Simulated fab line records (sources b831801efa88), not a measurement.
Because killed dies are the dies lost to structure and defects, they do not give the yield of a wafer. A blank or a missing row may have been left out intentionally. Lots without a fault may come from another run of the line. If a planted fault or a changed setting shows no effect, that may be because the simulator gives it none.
fab line records -- flow gf180mcu
[record] lots = 14, wafers = 42, lastDay = 34
route steps=602 shown HV_LDD@208 SAB@272
lots untouched by any fault: they come from a run of this same line in which no faults occurred
startH: start of the lot's first displayed wafer, in hours after the record's first day -- waitH: hours elapsed since this lot's preceding step -- " identical to the entry in the row above -- L1.1+2: several wafers, shown together as one row -- - no value present, or no start provided -- * or withheld: withheld -- < > ~ a bound
route shown NAME@n: names a module that has steps shown in the file, with the first one's number in the route -- usual: mean/standard deviation taken from wafers without a fault -- same: alike in all rows -- chamber/n: place in a boat -- sites: per-site readings -- _std_site: standard deviation of those values -- _edge_site: the outer-site mean with the inner-site mean subtracted -- radiusMm: how far each site lies from the wafer's centre -- mask NAME#n: copy n -- behind: the tool/chamber that last shaped the wafer -- hold: the reason the lot was held/the length of the hold in hours/how it ended -- device: transistor that didn't switch, given as n, p or np -- end of line: at the end of the route, the tests of the same wafers -- where a step has no rows: the recipe by itself -- killed: dies that structure and defects cost at the first sort, which is not the same as the wafer's yield -- map: shows each die of a wafer: x if killed, . if not, _ if none is there
set.NAME: setting as actually run; set.NAME@STEP: the setting as run at that earlier step -- model.NAME: the simulator's own value behind a step, which no gauge read
a sample of lots followed through the steps of the route, with each step as a table and each wafer as a row
services: from which hour (startH, from the record's first day; less than 0 if before it) a tool's chamber was out of use, for how many hours, and why
[[steps]]
[step GF_HV_LDD_OVL_MEAS_32]
[usual] HV_LDD_02_OVL = 1.9/1.3
lot.wafer,tool,chamber,startH,waitH,HV_LDD_02_OVL[nm]
L770.1,overlay-01,-,255.19,0.1,0.5
L770.4,overlay-01,-,255.19,0.1,1.1
L770.5,overlay-01,-,255.19,0.1,2.2
L771.2,overlay-01,-,258.44,0.1,2.8
L771.3,overlay-01,-,258.44,0.1,1.1
L771.6,overlay-01,-,258.44,0.1,2.8
L773.2,overlay-01,-,274.69,0.1,4.1
L773.4,overlay-01,-,274.69,0.1,3.0
L773.5,overlay-01,-,274.69,0.1,2.5
L774.2,overlay-01,-,279.99,0.1,1.9
L774.3,overlay-01,-,279.99,0.1,1.9
L774.4,overlay-01,-,279.99,0.1,1.5
L775.3,overlay-02,-,288.69,0.1,0.9
L775.4,overlay-02,-,288.69,0.1,3.0
L775.5,overlay-02,-,288.69,0.1,1.9
L777.1,overlay-01,-,306.13,0.1,1.8
L777.2,overlay-01,-,306.13,0.1,1.5
L777.5,overlay-01,-,306.13,0.1,1.5
L778.2,overlay-02,-,313.59,0.1,2.5
L778.3,overlay-02,-,313.59,0.1,2.8
L778.4,overlay-02,-,313.59,0.1,1.8
L779.1,overlay-02,-,324.78,0.1,-2.0
L779.2,overlay-02,-,324.78,0.1,0.6
L779.4,overlay-02,-,324.78,0.1,0.9
L781.4,overlay-01,-,331.61,0.1,1.9
L781.5,overlay-01,-,331.61,0.1,1.0
L781.6,overlay-01,-,331.61,0.1,1.0
L785.2,overlay-02,-,373.39,0.1,2.8
L785.3,overlay-02,-,373.39,0.1,2.0
L785.4,overlay-02,-,373.39,0.1,4.7
L786.1,overlay-02,-,374.18,0.1,3.3
L786.2,overlay-02,-,374.18,0.1,4.3
L786.5,overlay-02,-,374.18,0.1,0.9
L787.1,overlay-02,-,395.33,0.1,0.4
L787.5,overlay-02,-,395.33,0.1,2.8
L787.6,overlay-02,-,395.33,0.1,0.9
L791.1,overlay-01,-,423.99,0.1,2.1
L791.3,overlay-01,-,423.99,0.1,3.3
L791.4,overlay-01,-,423.99,0.1,1.1
L792.1,overlay-01,-,437.19,0.1,-1.2
L792.2,overlay-01,-,437.19,0.1,1.2
L792.4,overlay-01,-,437.19,0.1,1.2
[step GF_HV_LDD_CD_MEAS_46]
[recipe] targetCdNm = 400
[usual] cdNm = 399.1/2.8
lot.wafer,tool,chamber,startH,waitH,cdNm
L770.1,cdSem-02,-,274.51,0.1,403.8
L770.4,cdSem-02,-,274.51,0.1,404.4
L770.5,cdSem-02,-,274.51,0.1,400.1
L771.2,cdSem-01,-,278.69,0.1,396.1
L771.3,cdSem-01,-,278.69,0.1,395.2
L771.6,cdSem-01,-,278.69,0.1,396.7
L773.2,cdSem-01,-,294.98,0.1,404.4
L773.4,cdSem-01,-,294.98,0.1,403.4
L773.5,cdSem-01,-,294.98,0.1,404.4
L774.2,cdSem-02,-,300.34,0.1,400.4
L774.3,cdSem-02,-,300.34,0.1,400.8
L774.4,cdSem-02,-,300.34,0.1,399.2
L775.3,cdSem-02,-,309.71,0.1,400.2
L775.4,cdSem-02,-,309.71,0.1,400.2
L775.5,cdSem-02,-,309.71,0.1,400.2
L777.1,cdSem-01,-,327.67,0.1,395.1
L777.2,cdSem-01,-,327.67,0.1,399.0
L777.5,cdSem-01,-,327.67,0.1,393.3
L778.2,cdSem-01,-,334.89,0.1,404.7
L778.3,cdSem-01,-,334.89,0.1,401.7
L778.4,cdSem-01,-,334.89,0.1,402.9
L779.1,cdSem-01,-,346.32,0.1,397.0
L779.2,cdSem-01,-,346.32,0.1,394.7
L779.4,cdSem-01,-,346.32,0.1,394.0
L781.4,cdSem-01,-,354.03,0.1,396.6
L781.5,cdSem-01,-,354.03,0.1,399.7
L781.6,cdSem-01,-,354.03,0.1,395.7
L785.2,cdSem-01,-,396.55,0.3,400.8
L785.3,cdSem-01,-,396.55,0.3,398.2
L785.4,cdSem-01,-,396.55,0.3,397.7
L786.1,cdSem-02,-,398.01,0.1,398.7
L786.2,cdSem-02,-,398.01,0.1,401.6
L786.5,cdSem-02,-,398.01,0.1,399.2
L787.1,cdSem-02,-,418.87,0.1,395.8
L787.5,cdSem-02,-,418.87,0.1,398.8
L787.6,cdSem-02,-,418.87,0.1,396.8
L791.1,cdSem-02,-,448.77,0.1,397.2
L791.3,cdSem-02,-,448.77,0.1,395.1
L791.4,cdSem-02,-,448.77,0.1,396.5
L792.1,cdSem-01,-,461.72,0.1,401.6
L792.2,cdSem-01,-,461.72,0.1,404.9
L792.4,cdSem-01,-,461.72,0.1,404.1
[step GF_HV_LDD_RTA_52]
[recipe] tempC = 1000, timeS = 10, ambient = N2
[usual] lampPowerPct = 35.7/0.31, wafer_temp_C_max = 1004.0/1
lot.wafer,tool,chamber,startH,waitH,lampPowerPct,wafer_temp_C_max
L770.1,rtpAnneal-01,0,275.03,0.0,35.3,1003.2
L770.4,rtpAnneal-01,0,275.03,0.0,35.3,1004.5
L770.5,rtpAnneal-01,0,275.03,0.0,35.4,1004.0
L771.2,rtpAnneal-01,0,279.20,0.0,35.3,1002.8
L771.3,rtpAnneal-01,0,279.20,0.0,35.3,1006.3
L771.6,rtpAnneal-01,0,279.20,0.0,35.3,1003.3
L773.2,rtpAnneal-01,0,295.49,0.0,35.4,1002.7
L773.4,rtpAnneal-01,0,295.49,0.0,35.3,1003.7
L773.5,rtpAnneal-01,0,295.49,0.0,35.4,1003.2
L774.2,rtpAnneal-02,0,300.85,0.0,36.0,1005.3
L774.3,rtpAnneal-02,0,300.85,0.0,36.0,1005.1
L774.4,rtpAnneal-02,0,300.85,0.0,36.0,1004.4
L775.3,rtpAnneal-02,0,310.21,0.0,35.9,1006.1
L775.4,rtpAnneal-02,0,310.21,0.0,35.9,1003.3
L775.5,rtpAnneal-02,0,310.21,0.0,36.0,1004.1
L777.1,rtpAnneal-02,0,328.18,0.0,36.0,1003.4
L777.2,rtpAnneal-02,0,328.18,0.0,35.9,1004.3
L777.5,rtpAnneal-02,0,328.18,0.0,36.0,1003.3
L778.2,rtpAnneal-02,0,335.40,0.0,35.9,1004.9
L778.3,rtpAnneal-02,0,335.40,0.0,36.0,1004.6
L778.4,rtpAnneal-02,0,335.40,0.0,35.9,1006.0
L779.1,rtpAnneal-02,0,346.84,0.0,35.9,1005.5
L779.2,rtpAnneal-02,0,346.84,0.0,35.9,1004.7
L779.4,rtpAnneal-02,0,346.84,0.0,35.9,1004.2
L781.4,rtpAnneal-02,0,354.52,0.0,36.0,1003.5
L781.5,rtpAnneal-02,0,354.52,0.0,36.0,1003.4
L781.6,rtpAnneal-02,0,354.52,0.0,35.9,1003.6
L785.2,rtpAnneal-02,0,397.05,0.0,35.9,1004.4
L785.3,rtpAnneal-02,0,397.05,0.0,35.9,1003.8
L785.4,rtpAnneal-02,0,397.05,0.0,36.0,1005.3
L786.1,rtpAnneal-01,0,398.53,0.0,35.3,1003.0
L786.2,rtpAnneal-01,0,398.53,0.0,35.3,1002.6
L786.5,rtpAnneal-01,0,398.53,0.0,35.3,1004.6
L787.1,rtpAnneal-01,0,419.38,0.0,35.3,1002.3
L787.5,rtpAnneal-01,0,419.38,0.0,35.4,1005.1
L787.6,rtpAnneal-01,0,419.38,0.0,35.3,1003.0
L791.1,rtpAnneal-01,0,449.28,0.0,35.3,1003.0
L791.3,rtpAnneal-01,0,449.28,0.0,35.3,1003.2
L791.4,rtpAnneal-01,0,449.28,0.0,35.3,1003.8
L792.1,rtpAnneal-02,0,462.24,0.0,35.9,1003.9
L792.2,rtpAnneal-02,0,462.24,0.0,35.9,1005.5
L792.4,rtpAnneal-02,0,462.24,0.0,36.0,1005.0
[step GF_SAB_DEVELOP_08]
[recipe] developTimeS = 60, devTempC = 23
[usual] developerTempC = 22.99/0.094, resistLineTempC = 22.98/0.1
lot.wafer,tool,chamber,startH,waitH,developerTempC,resistLineTempC
L770.1,lithoTrack-04,0,339.87,0.1,22.89,23.00
L770.4,lithoTrack-04,0,339.87,0.1,23.01,22.87
L770.5,lithoTrack-04,0,339.87,0.1,22.92,22.99
L771.2,lithoTrack-02,0,344.29,0.1,22.94,23.21
L771.3,lithoTrack-02,0,344.29,0.1,22.92,23.14
L771.6,lithoTrack-02,0,344.29,0.1,22.92,23.12
L773.2,lithoTrack-01,0,363.70,0.1,23.02,22.94
L773.4,lithoTrack-01,0,363.70,0.1,22.98,22.95
L773.5,lithoTrack-01,0,363.70,0.1,22.90,22.97
L774.2,lithoTrack-04,0,369.19,0.1,23.07,22.86
L774.3,lithoTrack-04,0,369.19,0.1,22.82,22.94
L774.4,lithoTrack-04,0,369.19,0.1,23.07,22.94
L775.3,lithoTrack-01,0,379.02,0.1,22.80,22.88
L775.4,lithoTrack-01,0,379.02,0.1,22.82,23.01
L775.5,lithoTrack-01,0,379.02,0.1,23.02,23.02
L777.1,lithoTrack-01,0,397.92,0.1,23.16,23.05
L777.2,lithoTrack-01,0,397.92,0.1,23.11,22.90
L777.5,lithoTrack-01,0,397.92,0.1,23.02,23.03
L778.2,lithoTrack-02,0,405.44,0.1,23.03,22.93
L778.3,lithoTrack-02,0,405.44,0.1,23.18,23.10
L778.4,lithoTrack-02,0,405.44,0.1,22.88,22.91
L779.1,lithoTrack-04,0,419.26,0.1,23.14,22.96
L779.2,lithoTrack-04,0,419.26,0.1,23.02,23.02
L779.4,lithoTrack-04,0,419.26,0.1,22.99,23.12
L781.4,lithoTrack-01,0,426.89,0.1,22.91,22.97
L781.5,lithoTrack-01,0,426.89,0.1,23.06,23.16
L781.6,lithoTrack-01,0,426.89,0.1,23.05,23.10
L785.2,lithoTrack-01,0,472.49,0.1,20.75,22.99
L785.3,lithoTrack-01,0,472.49,0.1,20.82,22.80
L785.4,lithoTrack-01,0,472.49,0.1,20.75,22.85
L786.1,lithoTrack-01,0,475.32,0.1,20.70,22.78
L786.2,lithoTrack-01,0,475.32,0.1,20.75,22.70
L786.5,lithoTrack-01,0,475.32,0.1,20.59,23.06
L787.1,lithoTrack-04,0,495.41,0.1,23.00,23.10
L787.5,lithoTrack-04,0,495.41,0.1,22.93,22.98
L787.6,lithoTrack-04,0,495.41,0.1,23.08,23.03
L791.1,lithoTrack-04,0,524.16,0.1,23.03,22.97
L791.3,lithoTrack-04,0,524.16,0.1,22.88,22.82
L791.4,lithoTrack-04,0,524.16,0.1,22.83,22.98
L792.1,lithoTrack-04,0,535.91,0.1,23.04,23.03
L792.2,lithoTrack-04,0,535.91,0.1,23.07,23.08
L792.4,lithoTrack-04,0,535.91,0.1,23.03,22.90
[step GF_SAB_CD_MEAS_09]
[recipe] targetCdNm = 420
[usual] cdNm = 420.3/2
lot.wafer,tool,chamber,startH,waitH,cdNm
L770.1,cdSem-02,-,340.02,0.1,421.2
L770.4,cdSem-02,-,340.02,0.1,420.7
L770.5,cdSem-02,-,340.02,0.1,421.3
L771.2,cdSem-02,-,344.44,0.1,417.3
L771.3,cdSem-02,-,344.44,0.1,416.7
L771.6,cdSem-02,-,344.44,0.1,418.1
L773.2,cdSem-02,-,363.84,0.1,421.5
L773.4,cdSem-02,-,363.84,0.1,421.9
L773.5,cdSem-02,-,363.84,0.1,424.0
L774.2,cdSem-01,-,369.34,0.1,415.1
L774.3,cdSem-01,-,369.34,0.1,414.5
L774.4,cdSem-01,-,369.34,0.1,414.9
L775.3,cdSem-02,-,379.16,0.1,419.4
L775.4,cdSem-02,-,379.16,0.1,419.0
L775.5,cdSem-02,-,379.16,0.1,423.3
L777.1,cdSem-01,-,398.07,0.1,420.5
L777.2,cdSem-01,-,398.07,0.1,421.8
L777.5,cdSem-01,-,398.07,0.1,420.5
L778.2,cdSem-01,-,405.59,0.1,418.3
L778.3,cdSem-01,-,405.59,0.1,417.7
L778.4,cdSem-01,-,405.59,0.1,418.7
L779.1,cdSem-02,-,419.41,0.1,422.4
L779.2,cdSem-02,-,419.41,0.1,420.3
L779.4,cdSem-02,-,419.41,0.1,423.7
L781.4,cdSem-01,-,427.03,0.1,421.7
L781.5,cdSem-01,-,427.03,0.1,421.3
L781.6,cdSem-01,-,427.03,0.1,423.2
L785.2,cdSem-02,-,472.64,0.1,411.1
L785.3,cdSem-02,-,472.64,0.1,414.0
L785.4,cdSem-02,-,472.64,0.1,413.3
L786.1,cdSem-01,-,475.47,0.1,413.7
L786.2,cdSem-01,-,475.47,0.1,412.5
L786.5,cdSem-01,-,475.47,0.1,410.9
L787.1,cdSem-02,-,495.56,0.1,420.2
L787.5,cdSem-02,-,495.56,0.1,417.8
L787.6,cdSem-02,-,495.56,0.1,419.1
L791.1,cdSem-02,-,524.31,0.1,418.4
L791.3,cdSem-02,-,524.31,0.1,420.1
L791.4,cdSem-02,-,524.31,0.1,419.1
L792.1,cdSem-02,-,536.06,0.1,420.9
L792.2,cdSem-02,-,536.06,0.1,423.8
L792.4,cdSem-02,-,536.06,0.1,425.1
[[services]]
tool,chamber,startH,hours,kind
lithoTrack-01,-,267.77,-,consumableReplace:filter
rtpAnneal-01,-,410.97,6.4,pm
lithoTrack-01,-,445.86,-,consumableReplace:filter
[[key]]
[firstSign] step = GF_SAB_DEVELOP_08, reading = developerTempC, direction = down, sigmas = 24, usual = *, struck = *
[effect] step = GF_SAB_CD_MEAS_09, reading = cdNm, direction = down, sigmas = 3.8, usual = 420.3, struck = 412.6
metAt GF_SAB_DEVELOP_08
struckLots L785,L786
testerLeftOut L785,L786
notActingAt GF_HV_LDD_OVL_MEAS_32,GF_HV_LDD_CD_MEAS_46,GF_HV_LDD_RTA_52
onsetBetween 426.89 472.49
[fault] kind = processParameterDrift, tool = lithoTrack-01, chamber = -, onsetH = 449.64, steps = GF_SAB_DEVELOP_08, channel = devTempC, offset = *, shape = step, endH = 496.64, actsIn = *, stated = *
// testerLeftOut: of these lots the tester's yield and bins aren't shown, on N5 and GAA mostly nor the transistor test; their killed dies are dies lost to structure and defects alone, not to doping, threshold or leakage, so they don't give the yield
